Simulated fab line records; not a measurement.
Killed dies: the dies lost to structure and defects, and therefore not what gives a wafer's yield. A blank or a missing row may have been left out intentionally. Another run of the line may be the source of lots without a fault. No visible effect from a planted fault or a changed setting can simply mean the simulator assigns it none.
Chamber matching | flow sfqLine | 3 sister chambers for SFQ_TRILAYER_I0_DEP_PECVD_027 on pecvd-04
The step deposits SiO2 from SiH4/N2O, time 111.11 s, target thk 500 nm. 3 wafers are shown with their chamber, then 7 later ones without.

== WAFERS, EACH WITH ITS CHAMBER ==
wafer  | chamber | throttleValvePct (%)
L839.3 | 0       | 24.5
L841.2 | 2       | 24.8
L841.5 | 1       | 24.1

== WAFERS WITH NO CHAMBER GIVEN ==
wafer  | throttleValvePct (%)
L841.6 | 24.6
L845.1 | 24.8
L845.2 | 23.8
L845.5 | 24.7
L847.1 | 25.2
L847.2 | 24.6
L847.4 | 24.3

== WHICH CHAMBER EACH WENT THROUGH ==
wafer  | from the rows above          | in truth
L841.6 | can't be placed: 0 or 2 or 1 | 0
L845.1 | can't be placed: 2 or 0      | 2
L845.2 | can't be placed: 1 or 0      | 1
L845.5 | can't be placed: 2 or 0      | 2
L847.1 | can't be placed: 2 or 0      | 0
L847.2 | can't be placed: 0 or 2 or 1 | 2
L847.4 | can't be placed: 0 or 1 or 2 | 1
Placed correctly: 0 of 7. Unplaceable from these rows: 7, with the true chamber sitting among the candidates in 7. Wrongly placed: 0.
How it was worked out, from the rows above alone: a wafer's distance from a chamber is the root of the sum, over the readings, of the square of ((its reading less the chamber's mean) divided by the reading's scatter). The wafer belongs to the nearest chamber; if the next one is less than 2 further off, it can't be placed. For every chamber, the mean is computed from those of its wafers that are shown. The scatter: with one shown wafer a chamber, the root of the mean of the squares of how far each hidden wafer lies from its nearest shown one.
